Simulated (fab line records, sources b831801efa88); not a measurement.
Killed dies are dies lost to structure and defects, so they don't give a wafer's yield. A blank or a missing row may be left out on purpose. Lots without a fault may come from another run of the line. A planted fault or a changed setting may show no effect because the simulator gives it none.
Chamber matching | flow sky130 | SKY_POLY_CUT_ETCH_11 on rie_diel-01: 3 sister chambers
The step etches Si3N4 in CF4/CH2F2/Ar, stops on poly-Si, time 42.5 s, target depth 60 nm. 3 wafers are shown with their chamber, then 8 later ones without.

WAFERS WITH THEIR CHAMBER
wafer  | chamber | oes_product_au (a.u.)
L081.3 | 0       | 0.837
L088.1 | 1       | 0.833
L088.4 | 2       | 0.833

WAFERS WITHOUT THEIR CHAMBER
wafer  | oes_product_au (a.u.)
L093.4 | 0.824
L093.5 | 0.821
L094.3 | 0.823
L094.4 | 0.830
L094.6 | 0.825
L096.2 | 0.837
L096.4 | 0.826
L096.6 | 0.835

WHICH CHAMBER EACH WENT THROUGH
wafer  | from the rows above          | in truth
L093.4 | can't be placed: 1 or 2 or 0 | 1
L093.5 | can't be placed: 1 or 2 or 0 | 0
L094.3 | can't be placed: 1 or 2 or 0 | 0
L094.4 | can't be placed: 1 or 2 or 0 | 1
L094.6 | can't be placed: 1 or 2 or 0 | 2
L096.2 | can't be placed: 0 or 1 or 2 | 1
L096.4 | can't be placed: 1 or 2 or 0 | 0
L096.6 | can't be placed: 0 or 1 or 2 | 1
Placed correctly: 0 of 8. Can't be placed from these rows: 8 (the true chamber is among the candidates in 8). Placed wrongly: 0.
How it was worked out, from the rows above alone: a wafer's distance from a chamber is the root of the sum, over the readings, of the square of ((its reading less the chamber's mean) divided by the reading's scatter). The wafer belongs to the nearest chamber; if the next one is less than 2 further off, it can't be placed. A chamber's mean is the mean of its shown wafers. The scatter: with one shown wafer a chamber, the root of the mean of the squares of how far each hidden wafer lies from its nearest shown one.
